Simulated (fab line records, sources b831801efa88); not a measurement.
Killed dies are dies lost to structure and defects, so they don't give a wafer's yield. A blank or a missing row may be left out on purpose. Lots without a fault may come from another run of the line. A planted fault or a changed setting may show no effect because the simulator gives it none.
Which tool did it? | flow sfq_line | 7 lots, 21 wafers sampled, at 4 steps of a route of 325

WHAT THE GAUGES READ, wafer by wafer
SFQ_I7_OVL_MEAS_947.
lot  | measured     | on         | I7_OVL (nm)
L928 | day 72 08:19 | overlay-02 | -2 -4 -2
L931 | day 72 17:47 | overlay-02 | -3 2 -5
L933 | day 72 21:23 | overlay-02 | -3 -4 -9
L936 | day 79 22:38 | overlay-01 | -7 -9 -11
L939 | day 80 02:13 | overlay-01 | -9 -8 -9
L947 | day 82 08:15 | overlay-01 | 10 2 2
L950 | day 88 04:13 | overlay-01 | 7 7 1

WHICH TOOL RAN EACH LOT (tool, then ch and the chambers of the sampled wafers, then the start)
lot  | SFQ_TRILAYER_C5_STRIP_STRIP_155   | SFQ_TRILAYER_M6_BARC_OPEN_METAL_ETCH_206 | SFQ_TRILAYER_M7_BARC_OPEN_METAL_ETCH_229
L928 | rie_metal-04 ch 0,1, day 61 15:12 | rie_metal-03 ch 0,1, day 62 06:14        | rie_metal-04 ch 0,1, day 67 16:00
L931 | rie_metal-03 ch 0,1, day 61 21:12 | rie_metal-04 ch 0,1, day 62 13:26        | rie_metal-04 ch 0,1, day 67 19:36
L933 | rie_metal-04 ch 0,1, day 62 00:18 | rie_metal-04 ch 0,1, day 62 18:13        | rie_metal-01 ch 0,1, day 67 23:11
L936 | rie_metal-02 ch 0,1, day 68 18:37 | rie_metal-04 ch 0,1, day 73 03:25        | rie_metal-01 ch 0,1, day 78 22:10
L939 | rie_metal-02 ch 0,1, day 69 09:01 | rie_metal-01 ch 0,1, day 73 07:01        | rie_metal-04 ch 0,1, day 79 04:10
L947 | rie_metal-02 ch 0, day 76 19:45   | rie_metal-03 ch 1, day 78 19:04          | rie_metal-04 ch 0,1, day 81 23:02
L950 | rie_metal-02 ch 0,1, day 84 06:18 | rie_metal-04 ch 0,1, day 84 09:29        | rie_metal-02 ch 0,1, day 87 17:53
- SFQ_TRILAYER_C5_STRIP_STRIP_155: strips in O2.
- SFQ_TRILAYER_M6_BARC_OPEN_METAL_ETCH_206: etches BARC in O2, target depth 125 nm, time 41.7 s.
- SFQ_TRILAYER_M7_BARC_OPEN_METAL_ETCH_229: etches BARC in O2, target depth 125 nm, time 41.7 s.

THE ANSWER, worked out from the rows above alone
Rule: what is usual is taken from the lots themselves. Put in order of their means at a reading, lots are off if they are a third of the lots or fewer, leave a main group of 4 or more, and stand apart from it by a gap of 3 or more times the standard deviation of the main group's means; of several such gaps the widest counts. A main group whose means are all the same, to the digits that the tables above print for the reading, isn't used. A lot without any number at a reading at which 4 lots or more have one is off too. The other lots that the step has rows for count as sound.
No lot is off at any reading shown: from this, nothing can be told.

WHAT THE SIMULATOR HAD PUT IN
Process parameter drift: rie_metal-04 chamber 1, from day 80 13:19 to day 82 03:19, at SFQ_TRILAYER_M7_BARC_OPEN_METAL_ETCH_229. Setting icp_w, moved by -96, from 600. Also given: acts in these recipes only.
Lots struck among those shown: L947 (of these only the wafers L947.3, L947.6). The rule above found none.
